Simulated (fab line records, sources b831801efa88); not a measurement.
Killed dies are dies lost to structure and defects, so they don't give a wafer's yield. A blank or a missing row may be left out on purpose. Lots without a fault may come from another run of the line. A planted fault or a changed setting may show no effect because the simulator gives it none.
Problem report in the 8D (eight disciplines) form, filled by code | flow sky130 | the parts of the form that need people (team, actions taken, sign-off) are left out

1. THE PROBLEM
killed_at_contacts at SKY_PAD_OPEN_PROBE_99 reads a mean of 91 on 6 wafers of 2 lots; wafers without a fault read 24 with a standard deviation of 4.5. That is +15 standard deviations from the usual mean.
First seen on wafer L533.1, day 49 06:42, on prober-01. The record holds 9 wafers of 3 lots with a number at this step. Rule for "out", or "out of limits": more than 4 standard deviations from the usual mean. The other wafers with a number count as sound.

2. WHAT IT IS AND WHAT IT IS NOT
question                    | is                              | is not
which readings at this step | killed_at_contacts, killed_dies | killed_at_M4_up, killed_at_front_end, killed_at_other, killed_open, killed_short
which lots                  | L533, L538                      | L526
which wafers of those lots  | all that have a number          | -
read on which tools         | prober-01, prober-02            | -
when                        | from day 49 06:42               | up to then (3 sound wafers)

3. SUSPECTS, AND WHAT RULES EACH OUT
Counting: a tool at a process step up to the reading stays a suspect if it ran every lot that is out and no sound lot after the first of them.
- wet_bench-04 at SKY_CONTACT_CLEAN_21 (cleans in IPA, time 180 s): kept. It ran every lot that is out, first L533 (day 36 22:50), and no sound lot after that.
Left after counting: wet_bench-04 at SKY_CONTACT_CLEAN_21.

4. THE CAUSE (what the simulator had put in)
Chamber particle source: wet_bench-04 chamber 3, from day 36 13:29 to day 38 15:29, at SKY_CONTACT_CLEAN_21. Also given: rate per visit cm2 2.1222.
Counting left only this tool.

5. THE CHAIN OF EFFECTS, in route order
Each row: a reading whose mean over the struck wafers that have a number lies more than 3 standard deviations from the usual. Only readings for which the record gives a usual standard deviation are gone through. hours: the time from each lot's start at the first step in this table that gives one to its start at this step, as a median over the lots. sigmas: the change in usual standard deviations.
hours | step                  | reading            | usual | on struck wafers | change | sigmas
0     | SKY_PAD_OPEN_PROBE_99 | killed_at_contacts | 24    | 91               | +67    | +15
0     | SKY_PAD_OPEN_PROBE_99 | killed_dies        | 87    | 146              | +59    | +6.6
The process steps in it:
- SKY_PAD_OPEN_PROBE_99

6. WHAT WOULD HAVE CAUGHT IT SOONER
In this record the first reading out of limits was taken at day 49 06:42, 305 hours after the fault began at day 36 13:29.
All the lots that are out (2) had begun SKY_CONTACT_CLEAN_21 on wet_bench-04 by day 49 06:42. A hold on the tool at that time would have spared none of them.
